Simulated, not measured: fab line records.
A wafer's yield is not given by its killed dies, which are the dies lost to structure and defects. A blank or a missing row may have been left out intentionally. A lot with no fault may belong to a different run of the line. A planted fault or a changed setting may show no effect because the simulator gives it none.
Which tool did it? | flow gf180mcu | 30 wafers from 10 lots sampled at 6 of the route's 602 steps

WHAT THE GAUGES READ, wafer by wafer
GF_M4_OVL_MEAS_15.
lot  | measured     | on         | M4_OVL (nm)
L110 | day 23 18:39 | overlay-01 | 2 5 0
L111 | day 24 05:07 | overlay-02 | -2 -2 7
L114 | day 25 09:16 | overlay-01 | 1 9 -3
L115 | day 25 16:11 | overlay-01 | -7 -4 -5
L117 | day 26 11:06 | overlay-01 | 0 -1 -1
L119 | day 27 04:03 | overlay-01 | -16 -6 -10
L120 | day 27 10:30 | overlay-02 | -10 2 -9
L121 | day 27 15:25 | overlay-01 | -6 -5 -8
L125 | day 28 16:28 | overlay-02 | -1 4 4
L128 | day 29 11:35 | overlay-01 | 0 -4 -1

GF_V4_RS_MEAS_24: uses a four-point probe to measure.
lot  | measured     | on            | V4_W_RS (ohm/sq)
L110 | day 24 19:50 | film-metro-03 | 0.322 0.322 0.322
L111 | day 25 05:34 | film-metro-03 | 0.326 0.321 0.325
L114 | day 26 08:39 | film-metro-03 | 0.327 0.327 0.332
L115 | day 26 16:16 | film-metro-03 | 0.325 0.321 0.322
L117 | day 27 09:49 | film-metro-03 | 0.324 0.325 0.329
L119 | day 28 02:40 | film-metro-03 | 0.327 0.329 0.329
L120 | day 28 09:02 | film-metro-03 | 0.331 0.324 0.325
L121 | day 28 14:22 | film-metro-03 | 0.320 0.322 0.324
L125 | day 29 13:59 | film-metro-02 | 0.304 0.300 0.303 0.304 0.300 0.302
L128 | day 30 08:52 | film-metro-03 | 0.302 0.307 0.307 0.302 0.307 0.307

GF_V4_THK_MEAS_25: measures by xrf.
lot  | measured     | on            | V4_W_THK (nm)
L110 | day 24 19:57 | film-metro-03 | 347 350 351
L111 | day 25 05:41 | film-metro-03 | 353 357 352
L114 | day 26 08:46 | film-metro-03 | 351 349 344
L115 | day 26 16:23 | film-metro-03 | 352 355 353
L117 | day 27 09:56 | film-metro-03 | 343 347 342
L119 | day 28 02:47 | film-metro-03 | 346 344 345
L120 | day 28 09:10 | film-metro-03 | 342 351 348
L121 | day 28 14:29 | film-metro-03 | 353 351 350
L125 | day 29 16:32 | film-metro-02 | 365 369 367 365 367 368
L128 | day 30 13:55 | film-metro-03 | 376 370 375 376 371 371

EACH LOT AND THE TOOL THAT RAN IT (in order: tool; ch and the chambers of the sampled wafers; start)
lot  | GF_V4_CVD_02                    | GF_V4_SPUTTER_22             | GF_V4_CVD_23
L110 | pecvd-02 ch 0,1, day 23 19:32   | pvd-sputter-02, day 24 19:41 | cvd-w-02 ch 0,1, day 24 19:43
L111 | pecvd-04 ch 0,1, day 24 05:59   | pvd-sputter-03, day 25 05:24 | cvd-w-02 ch 0,1, day 25 05:26
L114 | pecvd-02 ch 0,1,2, day 25 10:05 | pvd-sputter-02, day 26 08:29 | cvd-w-02 ch 0,1, day 26 08:31
L115 | pecvd-03 ch 0,2, day 25 17:01   | pvd-sputter-03, day 26 15:59 | cvd-w-01 ch 1, day 26 16:04
L117 | pecvd-02 ch 0,2, day 26 11:56   | pvd-sputter-01, day 27 09:39 | cvd-w-02 ch 0,1, day 27 09:41
L119 | pecvd-02 ch 1,2, day 27 04:53   | pvd-sputter-01, day 28 02:24 | cvd-w-01 ch 1, day 28 02:26
L120 | pecvd-02 ch 0,2, day 27 11:23   | pvd-sputter-02, day 28 08:53 | cvd-w-02 ch 0,1, day 28 08:55
L121 | pecvd-02 ch 0,2, day 27 16:22   | pvd-sputter-02, day 28 14:05 | cvd-w-02 ch 1, day 28 14:10
L125 | pecvd-04 ch 0,1,2, day 28 17:38 | pvd-sputter-02, day 29 13:50 | cvd-w-02 ch 0,1, day 29 13:52
L128 | pecvd-02 ch 0,1,2, day 29 12:25 | pvd-sputter-03, day 30 08:40 | cvd-w-02 ch 0,1, day 30 08:44
- GF_V4_CVD_02: deposits SiO2 from TEOS, target thk 850 nm, time 94.851 s.
- GF_V4_SPUTTER_22: material TiN, target thk 10 nm, time 40 s.
- GF_V4_CVD_23: deposits W, target thk 350 nm, time 104.9 s.

AS READ BY THE TOOLS THEMSELVES (means over the sampled wafers that have a number; for cases with no such wafer, the mark the record gives instead)
GF_V4_CVD_02.
lot  | tool     | heater-power-w (W) | rf-fwd-power-W (W)
L110 | pecvd-02 | 710                | 596.8
L111 | pecvd-04 | 710                | 595.8
L114 | pecvd-02 | 718                | 596.9
L115 | pecvd-03 | 581                | 593.1
L117 | pecvd-02 | 701                | 596.4
L119 | pecvd-02 | 652                | 596.5
L120 | pecvd-02 | 754                | 596.0
L121 | pecvd-02 | 716                | 597.8
L125 | pecvd-04 | 712                | 595.3
L128 | pecvd-02 | 660                | 596.5

GF_V4_SPUTTER_22.
lot  | tool           | throttle-valve-pct (%)
L110 | pvd-sputter-02 | 28.9
L111 | pvd-sputter-03 | 30.4
L114 | pvd-sputter-02 | 29.5
L115 | pvd-sputter-03 | 30.2
L117 | pvd-sputter-01 | 29.9
L119 | pvd-sputter-01 | 30.3
L120 | pvd-sputter-02 | 28.4
L121 | pvd-sputter-02 | 28.9
L125 | pvd-sputter-02 | 28.5
L128 | pvd-sputter-03 | 30.3

GF_V4_CVD_23.
lot  | tool     | chamber-pressure-Torr (Torr) | heater-power-w (W)
L110 | cvd-w-02 | 39.91                        | 767
L111 | cvd-w-02 | 40.05                        | 770
L114 | cvd-w-02 | 39.99                        | 757
L115 | cvd-w-01 | 40.04                        | 925
L117 | cvd-w-02 | 40.01                        | 755
L119 | cvd-w-01 | 39.97                        | 927
L120 | cvd-w-02 | 39.95                        | 766
L121 | cvd-w-02 | 39.97                        | 769
L125 | cvd-w-02 | 46.73                        | 766
L128 | cvd-w-02 | 46.69                        | 755

THE ANSWER, worked out from the rows above alone
Rule: what is usual is taken from the lots themselves. The widest of any qualifying gaps counts: lots, ordered by their means at a reading, are off when they make up no more than a third of the lots, leave a main group of 4 or more, and stand apart from it by 3 or more times the standard deviation of that group's means. A main group whose means are all the same, to the digits that the tables above print for the reading, isn't used. Also off: a lot with no number at a reading for which 4 or more lots have one. Any other lot the step has rows for is counted as sound. First the gauges in route order, then the tools' own readings, where a lot's mean is used as printed above. The first step at which some lot is off is used, and at that step the reading that is off furthest; a lot without a number counts as furthest.
Off: at GF_V4_RS_MEAS_24 (V4_W_RS), L125, L128. For the main group the mean is 0.325 ohm/sq and the standard deviation 0.0026.
If a tool, at a process step before that reading, ran all the lots that are off and no sound lot after the first of them, it fits. The gauges at GF_V4_RS_MEAS_24 aren't tried: what is off there is off at GF_V4_CVD_23 too, on other tools, and a gauge's error can't cause that. One fits: cvd-w-02 at GF_V4_CVD_23. A fault onset in the window from L121 (day 28 14:10, its last sound lot) to L125 (day 29 13:52, its first lot off) fits.
On the lots that are off, the tool's own readings at GF_V4_CVD_23 differ by more than 5 times the standard deviation of the sound lots' means, which bears it out; chamber-pressure-Torr reads 46.71 Torr there versus 39.99 Torr on the sound lots.

WHAT HAD BEEN PUT IN BY THE SIMULATOR
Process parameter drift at GF_V4_CVD_23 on cvd-w-02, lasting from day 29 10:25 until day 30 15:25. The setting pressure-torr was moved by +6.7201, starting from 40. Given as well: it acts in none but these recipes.
Struck lots among those shown: L125, L128. This agrees with what the rule above found.
